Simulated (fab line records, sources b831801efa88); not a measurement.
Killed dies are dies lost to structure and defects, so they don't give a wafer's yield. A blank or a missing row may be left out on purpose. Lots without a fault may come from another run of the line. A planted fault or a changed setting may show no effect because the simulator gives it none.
Which tool did it? | flow gf180mcu | 6 lots, 18 wafers sampled, at 2 steps of a route of 602

WHAT THE GAUGES READ, wafer by wafer
GF_MIM_RS_MEAS_10: measures by four-point-probe.
lot  | measured     | on            | MIM_ALCU_RS (ohm/sq)
L194 | day 24 17:43 | film_metro-01 | 0.1575 0.1594 0.1590
L197 | day 25 21:40 | film_metro-03 | 0.1628 0.1621 0.1632
L201 | day 27 07:15 | film_metro-03 | 0.1622 0.1605 0.1610
L203 | day 28 00:07 | film_metro-03 | 0.1602 0.1592 0.1594
L211 | day 29 22:14 | film_metro-02 | 0.1578 0.1572 0.1568
L215 | day 31 04:36 | film_metro-03 | 0.1606 0.1597 0.1592

WHICH TOOL RAN EACH LOT (tool, then ch and the chambers of the sampled wafers, then the start)
lot  | GF_V4_CMP_04
L194 | cmp-01 ch 0,1, day 23 17:21
L197 | cmp-02 ch 0,2,3, day 24 22:13
L201 | cmp-01 ch 1,2,3, day 26 08:30
L203 | cmp-02 ch 1,3, day 27 01:45
L211 | cmp-02 ch 0,1,2, day 29 01:08
L215 | cmp-01 ch 1,3, day 30 07:56
- GF_V4_CMP_04: polishes SiO2.

THE ANSWER, worked out from the rows above alone
Rule: what is usual is taken from the lots themselves. Put in order of their means at a reading, lots are off if they are a third of the lots or fewer, leave a main group of 4 or more, and stand apart from it by a gap of 3 or more times the standard deviation of the main group's means; of several such gaps the widest counts. A main group whose means are all the same, to the digits that the tables above print for the reading, isn't used. A lot without any number at a reading at which 4 lots or more have one is off too. The other lots that the step has rows for count as sound.
No lot is off at any reading shown: from this, nothing can be told.

WHAT THE SIMULATOR HAD PUT IN
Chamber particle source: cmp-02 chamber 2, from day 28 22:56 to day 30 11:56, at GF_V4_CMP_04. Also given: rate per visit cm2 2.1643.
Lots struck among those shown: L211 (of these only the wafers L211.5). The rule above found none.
